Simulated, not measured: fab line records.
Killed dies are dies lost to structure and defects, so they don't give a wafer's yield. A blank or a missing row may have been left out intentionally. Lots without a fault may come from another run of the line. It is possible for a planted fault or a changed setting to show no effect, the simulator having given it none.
fab line records    flow sky130
[record] lots = 5  wafers = 15  last-day = 50
route steps=708 shown VIA4@653 METAL5@661 PAD_OPEN@708
lots with no fault: from the same line, run without faults
start-h: the number of hours between the record's first day and the start of the first shown wafer of the lot    wait-h: time in hours since the lot's previous step    " identical to the entry in the row above    L1.1+2: a row that stands for several wafers    - no value present, or no start provided    * or withheld: withheld    < > ~ a bound
route shown NAME@n: NAME is a module with steps in the file, n the number in the route of the first one    usual: the fault-free wafers' mean and standard deviation    same: alike in all rows    chamber/n: place in a boat    sites: readings site by site    _std_site: the standard deviation of these    _edge_site: the outer-site mean with the inner-site mean subtracted    radius-mm: how far each site lies from the wafer's centre    mask NAME#n: copy n    behind: the tool/chamber that last shaped the wafer    hold: the reason the lot was held/the length of the hold in hours/how it ended    device: transistor that didn't switch, given as n, p or np    end of line: the same wafers' tests at the end of the route    for a step that has no rows: nothing shown but its recipe    killed: dies that structure and defects cost at the first sort, which is not the same as the wafer's yield    map: a wafer's dies, x killed, . not, _ none there
set.NAME: the setting the step ran with; set.NAME@STEP: the setting that earlier step ran with    model.NAME: the simulator's own value behind a step, which no gauge read
a table for each step, a row for each wafer; lots at some steps of the route
services: when a tool's chamber went out of use (start-h, in hours from the record's first day, below 0 if earlier), for how many hours, and the reason
[[steps]]
[step SKY_VIA4_STRIP_14]
[recipe] chemistry = post-etch-residue-remover  time-s = 1200  temp-c = 72.5
[step SKY_VIA4_CLEAN_15]
[recipe] chemistry = IPA  time-s = 180  temp-c = 25
[step SKY_VIA4_CLEAN_16]
[recipe] chemistry = O3/DIW  dry = n2-spin
[step SKY_VIA4_SPUTTER_17]
[recipe] material = TiN  target-thk-nm = 20  chamber-pressure-pa = 5  power-w = 4000  time-s = 80
[usual] cathode-dc-power-W = 4000.1/0.67  throttle-valve-pct = 29.9/1.1
lot.wafer  tool            chamber  start-h  wait-h  cathode-dc-power-W  throttle-valve-pct
L334.1     pvd-sputter-02  -        996.64   0.1     4000.5              28.5
L334.4     "               -        "        "       4000.1              30.3
L334.6     "               -        "        "       4001.6              28.6
L335.2     pvd-sputter-02  -        1015.26  0.0     3999.7              30.2
L335.3     "               -        "        "       4000.5              28.5
L335.5     "               -        "        "       3999.8              30.0
L342.1     pvd-sputter-02  -        1064.58  0.0     4000.0              30.8
L342.2     "               -        "        "       3999.7              29.8
L342.6     "               -        "        "       4000.4              28.6
L348.1     pvd-sputter-01  -        1093.07  0.0     3999.8              30.2
L348.2     "               -        "        "       3998.8              30.7
L348.5     "               -        "        "       3999.3              30.5
L357.1     pvd-sputter-04  -        1143.90  0.0     3999.5              31.4
L357.3     "               -        "        "       4000.2              28.3
L357.4     "               -        "        "       3999.9              31.4
[step SKY_VIA4_CVD_18]
[recipe] material = W  target-thk-nm = 505  time-s = 152.14  temp-c = 400  pressure-torr = 40
[usual] heater-power-w = 816/47
lot.wafer  tool      chamber  start-h  wait-h  heater-power-w
L334.1     cvd-w-01  0        996.70   0.0     778
L334.4     "         1        "        "       773
L334.6     "         0        "        "       776
L335.2     cvd-w-02  1        1015.33  0.0     807
L335.3     "         0        "        "       869
L335.5     "         0        "        "       886
L342.1     cvd-w-02  0        1064.64  0.0     891
L342.2     "         1        "        "       803
L342.6     "         0        "        "       891
L348.1     cvd-w-02  0        1093.13  0.0     880
L348.2     "         1        "        "       817
L348.5     "         1        "        "       807
L357.1     cvd-w-02  1        1143.96  0.0     819
L357.3     "         1        "        "       801
L357.4     "         1        "        "       816
[step SKY_VIA4_RS_MEAS_19]
[recipe] thk-meas-gauge = four-point-probe  reads = W_of_VIA4_CVD_18+TiN_of_VIA4_SPUTTER_17
[usual] VIA4_W_RS = 0.2283/0.0024
lot.wafer  tool           chamber  start-h  wait-h  VIA4_W_RS[ohm/sq]
L334.1     film-metro-01  -        996.85   0.1     0.2289
L334.4     "              -        "        "       0.2307
L334.6     "              -        "        "       0.2338
L335.2     film-metro-04  -        1015.50  0.1     0.2255
L335.3     "              -        "        "       0.2273
L335.5     "              -        "        "       0.2256
L342.1     film-metro-04  -        1064.80  0.1     0.2247
L342.2     "              -        "        "       0.2253
L342.6     "              -        "        "       0.2228
L348.1     film-metro-03  -        1093.28  0.1     0.2278
L348.2     "              -        "        "       0.2290
L348.5     "              -        "        "       0.2307
L357.1     film-metro-04  -        1144.26  0.3     0.2264
L357.3     "              -        "        "       0.2256
L357.4     "              -        "        "       0.2276
[step SKY_VIA4_THK_MEAS_20]
[recipe] thk-meas-gauge = xrf  reads = W_of_VIA4_CVD_18
[usual] VIA4_W_THK = 501/7
lot.wafer  tool           chamber  start-h  wait-h  VIA4_W_THK[nm]
L334.1     film-metro-01  -        996.97   0.1     499
L334.4     "              -        "        "       497
L334.6     "              -        "        "       490
L335.2     film-metro-04  -        1015.61  0.1     504
L335.3     "              -        "        "       501
L335.5     "              -        "        "       506
L342.1     film-metro-04  -        1064.92  0.1     513
L342.2     "              -        "        "       513
L342.6     "              -        "        "       519
L348.1     film-metro-03  -        1093.40  0.1     500
L348.2     "              -        "        "       499
L348.5     "              -        "        "       493
L357.1     film-metro-04  -        1144.38  0.1     511
L357.3     "              -        "        "       514
L357.4     "              -        "        "       508
[step SKY_VIA4_CMP_21]
[recipe] stop-on = SiO2  t-overpolish-s = 25  down-force-psi = 3.5  platen-rpm = 60  target-thk-nm = 0  pad-velocity-m-s = 0.94248
[usual] motor-current-A = 11.3/1.1  overpolish-run-s = 25.000/0.009  time-to-endpoint-s = 118/4.3
lot.wafer  tool    chamber  start-h  wait-h  motor-current-A  overpolish-run-s  time-to-endpoint-s
L334.4     cmp-01  3        997.03   0.0     12.2             25.010            119
L334.1     "       0        "        "       10.8             25.001            109
L334.6     "       0        "        "       12.0             25.017            108
L335.3     cmp-01  1        1015.66  0.0     11.8             25.004            115
L335.2     "       2        "        "       13.0             25.006            122
L335.5     "       2        "        "       12.1             25.008            128
L342.1     cmp-01  3        1064.98  0.1     12.1             25.005            125
L342.2     "       0        "        "       11.8             25.002            116
L342.6     "       3        "        "       12.2             24.998            124
L348.2     cmp-02  0        1093.46  0.0     10.3             25.001            112
L348.1     "       1        "        "       9.5              25.004            117
L348.5     "       1        "        "       9.8              25.009            116
L357.3     cmp-01  3        1144.44  0.0     12.2             25.005            124
L357.4     "       0        "        "       11.9             25.005            120
L357.1     "       1        "        "       11.7             25.013            125
[step SKY_METAL5_SPUTTER_00]
[recipe] material = Ti  target-thk-nm = 15  power-w = 3000  time-s = 10  chamber-pressure-pa = 0.4
[step SKY_METAL5_SPUTTER_01]
[recipe] material = TiN  target-thk-nm = 20  power-w = 6500  time-s = 16.7  chamber-pressure-pa = 0.4
[step SKY_METAL5_SPUTTER_02]
[recipe] material = AlCu  target-thk-nm = 1150  power-w = 10600  time-s = 61.2  chamber-pressure-pa = 0.4
[step SKY_METAL5_SPUTTER_03]
[recipe] material = Ti  target-thk-nm = 5  power-w = 3000  time-s = 3.3  chamber-pressure-pa = 0.4
[usual] cathode-dc-power-W = 3000.0/0.5  throttle-valve-pct = 30.1/1.1
lot.wafer  tool            chamber  start-h  wait-h  cathode-dc-power-W  throttle-valve-pct
L334.1     pvd-sputter-03  -        997.43   0.0     2999.9              30.9
L334.4     "               -        "        "       2999.8              30.7
L334.6     "               -        "        "       3001.3              31.4
L335.2     pvd-sputter-04  -        1016.06  0.0     2999.7              28.3
L335.3     "               -        "        "       2999.6              31.2
L335.5     "               -        "        "       3000.3              31.2
L342.1     pvd-sputter-03  -        1065.37  0.0     2999.8              31.7
L342.2     "               -        "        "       2999.5              29.9
L342.6     "               -        "        "       2999.4              31.2
L348.1     pvd-sputter-01  -        1093.86  0.0     3000.1              30.8
L348.2     "               -        "        "       3000.5              29.6
L348.5     "               -        "        "       3000.9              29.7
L357.1     pvd-sputter-01  -        1144.84  0.0     3000.1              27.8
L357.3     "               -        "        "       3000.3              30.7
L357.4     "               -        "        "       2999.9              29.5
[step SKY_METAL5_SPUTTER_04]
[recipe] material = TiN  target-thk-nm = 70  power-w = 6500  time-s = 58.3  chamber-pressure-pa = 0.4
[usual] cathode-dc-power-W = 6500.1/1.2  throttle-valve-pct = 30.1/1.1
lot.wafer  tool            chamber  start-h  wait-h  cathode-dc-power-W  throttle-valve-pct  model.TiN_of_METAL5_SPUTTER_04.thk-nm
L334.1     pvd-sputter-03  -        997.45   0.0     6498.8              30.8                70.22
L334.4     "               -        "        "       6500.6              30.6                70.32
L334.6     "               -        "        "       6500.3              31.5                70.87
L335.2     pvd-sputter-04  -        1016.08  0.0     6499.6              28.4                71.35
L335.3     "               -        "        "       6501.2              31.5                70.41
L335.5     "               -        "        "       6498.7              31.2                70.46
L342.1     pvd-sputter-03  -        1065.39  0.0     6500.2              31.5                69.36
L342.2     "               -        "        "       6501.5              29.9                64.77
L342.6     "               -        "        "       6500.3              31.6                69.63
L348.1     pvd-sputter-01  -        1093.88  0.0     6500.5              30.9                68.7
L348.2     "               -        "        "       6500.7              29.6                68.63
L348.5     "               -        "        "       6499.7              29.7                68.5
L357.1     pvd-sputter-01  -        1144.86  0.0     6501.4              28.1                69.19
L357.3     "               -        "        "       6501.8              30.7                69.23
L357.4     "               -        "        "       6500.5              29.8                69.04
[step SKY_METAL5_RS_MEAS_05]
[recipe] thk-meas-gauge = four-point-probe  reads = TiN_of_METAL5_SPUTTER_04+Ti_of_METAL5_SPUTTER_03+AlCu_of_METAL5_SPUTTER_02+TiN_of_METAL5_SPUTTER_01+Ti_of_METAL5_SPUTTER_00
[usual] METAL5_ALCU_RS = 0.02706/0.00027
lot.wafer  tool           chamber  start-h  wait-h  METAL5_ALCU_RS[ohm/sq]
L334.1     film-metro-04  -        997.50   0.0     0.02684
L334.4     "              -        "        "       0.02691
L334.6     "              -        "        "       0.02728
L335.2     film-metro-03  -        1016.15  0.0     0.02664
L335.3     "              -        "        "       0.02657
L335.5     "              -        "        "       0.02671
L342.1     film-metro-04  -        1065.44  0.0     0.02741
L342.2     "              -        "        "       0.02723
L342.6     "              -        "        "       0.02732
L348.1     film-metro-04  -        1093.93  0.0     0.02706
L348.2     "              -        "        "       0.0272
L348.5     "              -        "        "       0.02706
L357.1     film-metro-02  -        1144.91  0.0     0.02658
L357.3     "              -        "        "       0.02689
L357.4     "              -        "        "       0.02685
[step SKY_METAL5_THK_MEAS_06]
[recipe] thk-meas-gauge = xrf  reads = AlCu_of_METAL5_SPUTTER_02
[usual] METAL5_ALCU_THK = 1171/13
lot.wafer  tool           chamber  start-h  wait-h  METAL5_ALCU_THK[nm]
L334.1     film-metro-04  -        997.62   0.1     1165
L334.4     "              -        "        "       1170
L334.6     "              -        "        "       1150
L335.2     film-metro-03  -        1016.26  0.1     1185
L335.3     "              -        "        "       1196
L335.5     "              -        "        "       1183
L342.1     film-metro-04  -        1065.56  0.1     1156
L342.2     "              -        "        "       1178
L342.6     "              -        "        "       1156
L348.1     film-metro-04  -        1094.05  0.1     1162
L348.2     "              -        "        "       1163
L348.5     "              -        "        "       1172
L357.1     film-metro-02  -        1145.03  0.1     1194
L357.3     "              -        "        "       1175
L357.4     "              -        "        "       1184
[step SKY_METAL5_DEHYDRATE_07]
[recipe] temp-c = 200  time-s = 60
[step SKY_METAL5_HMDS_08]
[recipe] prime-time-s = 60  prime-temp-c = 120
[step SKY_METAL5_COAT_09]
[recipe] resist = NOVOLAK  spin-rpm = 3000  resist-thk-nm = 1800
[step SKY_METAL5_SOFTBAKE_10]
[recipe] temp-c = 90  time-s = 60  resist = NOVOLAK
[step SKY_METAL5_EXPOSE_11]
[recipe] mask-id = MM5  na = 0.6  source-shape = conventional  sigma-outer = 0.6  polarization = unpolarized  target-cd-nm = 1600  dose-mj = 190
[step SKY_METAL5_PEB_12]
[recipe] temp-c = withheld  time-s = *  resist = NOVOLAK
[step SKY_METAL5_DEVELOP_13]
[recipe] resist = NOVOLAK  developer = TMAH  develop-time-s = 60  dev-temp-c = 23
[step SKY_METAL5_DESCUM_14]
[recipe] chemistry = O2  source-power-w = 150  bias-power-w = 0  pressure-mtorr = 10  temp-c = 40  time-s = 11
[usual] drypump-motor-current-A = 5.9/0.53  oes-product-au = 1.008/0.0088
lot.wafer  tool          chamber  start-h  wait-h  drypump-motor-current-A  oes-product-au  rf-hours-counter-h
L334.1     rie-metal-01  1        1020.26  0.1     5.8                      1.005           20
L334.4     "             1        "        "       5.8                      0.985           -
L334.6     "             0        "        "       5.8                      1.014           -
L335.2     rie-metal-03  0        1038.25  0.1     6.6                      1.016           0
L335.3     "             1        "        "       5.1                      1.009           -
L335.5     "             0        "        "       6.6                      1.021           -
L342.1     rie-metal-04  0        1085.91  0.1     5.6                      1.002           2
L342.2     "             1        "        "       6.5                      1.007           21
L342.6     "             1        "        "       6.4                      1.001           -
L348.1     rie-metal-03  0        1113.38  0.1     6.6                      1.003           6
L348.2     "             1        "        "       5.1                      1.010           14
L348.5     "             1        "        "       5.1                      1.003           -
L357.1     rie-metal-03  0        1162.55  0.1     6.5                      1.017           10
L357.3     "             1        "        "       5.1                      0.992           -
L357.4     "             0        "        "       6.6                      1.016           -
[step SKY_METAL5_METAL_ETCH_15]
[recipe] target-depth-a = 12600  stop-on = SiO2  over-etch-frac = 0.2  time-s = 252  chemistry = Cl2/BCl3  resist-sidewall-deg = 86  pressure-mtorr = 10  icp-w = 900  bias-w = 48.5  Cl2_flow_sccm = 60  bcl3-flow-sccm = 30
[step SKY_METAL5_STRIP_16]
[recipe] chemistry = O2/N2  power-w = 1400  pressure-mtorr = 1500  platen-temp-c = withheld  o2-flow-sccm = 3000  n2-flow-sccm = 300  overash-fraction = 0.5
[step SKY_METAL5_STRIP_17]
[recipe] chemistry = post-etch-residue-remover  time-s = 1200  temp-c = 72.5
lot.wafer  tool          chamber  start-h  wait-h  model.TiN_of_METAL5_SPUTTER_04.thk-nm
L334.1     wet-bench-02  1        1020.63  0.1     69.81
L334.4     "             1        "        "       69.91
L334.6     "             1        "        "       70.46
L335.2     wet-bench-03  0        1038.62  0.1     70.93
L335.3     "             0        "        "       69.99
L335.5     "             0        "        "       70.03
L342.1     wet-bench-01  2        1086.28  0.1     68.94
L342.2     "             2        "        "       64.36
L342.6     "             2        "        "       69.21
L348.1     wet-bench-01  1        1113.77  0.1     68.28
L348.2     "             1        "        "       68.22
L348.5     "             1        "        "       68.08
L357.1     wet-bench-03  1        1162.92  0.1     68.77
L357.3     "             1        "        "       68.81
L357.4     "             1        "        "       68.62
[step SKY_METAL5_CLEAN_18]
[recipe] chemistry = IPA  time-s = 180  temp-c = 25
[step SKY_PAD_OPEN_PROBE_99]
[usual] defect-limited-yield = 82.3/2  killed_at_M0_to_M3 = 44/7.5  killed_at_M4_up = 2.9/1.8  killed-at-contacts = 24/5.1  killed-at-front-end = 16/4.7  killed-at-other = 0.3/0.46  killed-dies = 87/9.9  killed-open = 47/8  killed-short = 39/6.3  sort_bin_3_pad_short = 0.8/0.43  sort_bin_5_function = 10.6/1.6  sort_bin_6_memory = 6.3/1.1  sort-n-pass = 405/9.9  sort-yield-pct = 82.3/2
[same] gross-dies = 492  killed-at-back-side = 0  sort_bin_4_leakage[%] = 0  sort_bin_8_speed[%] = 0
lot.wafer  tool       chamber  start-h  wait-h  defect-limited-yield[%]  killed_at_M0_to_M3  killed_at_M4_up  killed-at-contacts  killed-at-front-end  killed-at-other  killed-dies  killed-open  killed-short  sort_bin_3_pad_short[%]  sort_bin_5_function[%]  sort_bin_6_memory[%]  sort-n-pass  sort-yield-pct[%]
L342.1     prober-01  -        1130.35  0.1     80.3                     45                  5                31                  15                   1                97           57           39            0.4                      11.2                    8.1                   395          80.3
L342.2     prober-01  -        1130.40  0.1     83.9                     36                  2                20                  20                   1                79           34           44            1.4                      9.3                     5.3                   413          83.9
L342.6     prober-01  -        1130.60  0.2     83.9                     42                  3                25                  9                    0                79           51           28            1.0                      7.9                     7.1                   413          83.9
L348.1     prober-01  -        1156.00  0.1     82.1                     36                  5                31                  16                   0                88           42           46            0.8                      9.8                     7.3                   404          82.1
L348.2     prober-01  -        1156.05  0.1     81.5                     41                  4                22                  24                   0                91           42           48            1.0                      10.8                    6.7                   401          81.5
L348.5     prober-01  -        1156.20  0.2     84.6                     32                  4                24                  16                   0                76           40           35            0.4                      9.1                     5.9                   416          84.6
// killed by level:class
L342.1 CONTACT:geometric-particle:open=12 VIA3:geometric-particle:open=11 LI_CONTACT:geometric-particle:open=8 VIA2:geometric-particle:open=7 LOCAL_INTERCONNECT:geometric-particle:short=6 METAL2:geometric-particle:short=6 METAL1:geometric-particle:short=5 FIELD_ISO:geometric-particle:open=4
L342.2 CONTACT:geometric-particle:open=9 METAL2:geometric-particle:short=7 VIA1:geometric-particle:short=7 VIA2:geometric-particle:open=7 CONTACT:geometric-particle:short=6 FIELD_ISO:geometric-particle:open=4 VIA1:geometric-particle:open=4 VIA3:geometric-particle:short=4
L342.6 VIA1:geometric-particle:open=13 LI_CONTACT:geometric-particle:open=11 CONTACT:geometric-particle:open=8 VIA3:geometric-particle:open=7 METAL1:geometric-particle:short=6 METAL2:geometric-particle:short=5 VIA2:geometric-particle:open=5 CONTACT:geometric-particle:short=3
L348.1 CONTACT:geometric-particle:open=10 LI_CONTACT:geometric-particle:open=8 CONTACT:geometric-particle:short=8 METAL2:geometric-particle:short=7 VIA1:geometric-particle:short=6 VIA1:geometric-particle:open=6 FIELD_ISO:geometric-particle:open=5 POLY_GATE:geometric-particle:short=5
L348.2 CONTACT:geometric-particle:open=11 FIELD_ISO:geometric-particle:short=10 METAL2:geometric-particle:short=9 VIA1:geometric-particle:open=8 LI_CONTACT:geometric-particle:open=6 METAL1:geometric-particle:short=5 POLY_GATE:geometric-particle:short=4 METAL4:geometric-particle:short=4
L348.5 CONTACT:geometric-particle:open=10 LI_CONTACT:geometric-particle:open=7 VIA2:geometric-particle:open=6 FIELD_ISO:geometric-particle:open=5 CONTACT:geometric-particle:short=4 METAL2:geometric-particle:short=4 VIA3:geometric-particle:open=4 METAL1:geometric-particle:short=4
[[services]]
tool            chamber  start-h  hours  kind
cmp-01          -        974.23   0.2    repair
wet-bench-03    -        978.81   1.0    repair
cvd-w-01        -        987.04   6.0    pm
cmp-02          -        992.92   11.0   repair
pvd-sputter-03  -        999.96   16.8   repair
cvd-w-01        1        1033.00  10.3   repair
cmp-02          -        1035.19  0.7    repair
cmp-01          -        1050.56  2.3    repair
wet-bench-02    -        1057.43  1.6    repair
cvd-w-01        -        1061.72  2.3    repair
cmp-02          -        1064.55  3.8    repair
cmp-01          -        1080.22  4.8    pm
wet-bench-01    -        1084.08  0.9    repair
cmp-02          -        1084.35  4.0    pm
cmp-02          -        1104.86  0.5    repair
cmp-01          -        1110.92  4.9    pm
cmp-01          -        1118.39  2.1    repair
pvd-sputter-04  -        1134.25  5.6    repair
cmp-01          -        1136.99  0.4    repair
cmp-01          -        1141.31  0.2    repair
cvd-w-02        0        1143.06  2.6    repair
cvd-w-01        -        1147.94  1.0    repair
cvd-w-01        1        1149.41  9.7    repair
pvd-sputter-04  -        1162.26  1.0    repair
[[key]]
first-sign none at tools or gauges
[model-effect] step = SKY_METAL5_SPUTTER_04  value = TiN_of_METAL5_SPUTTER_04.thk-nm  without = 68.69  struck = 64.77
[model-effect] step = SKY_METAL5_STRIP_17  value = TiN_of_METAL5_SPUTTER_04.thk-nm  without = 68.27  struck = 64.36
met-at SKY_METAL5_SPUTTER_04
struck-wafers L342.2
onset-between 997.45 1065.39
[fault] kind = process-parameter-drift  tool = pvd-sputter-03  chamber = -  onset-h = 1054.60  steps = SKY_METAL5_SPUTTER_04  channel = time-s  offset = *  shape = step  end-h = 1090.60  scope = struck-wafers-only  acts-in = *  stated = *
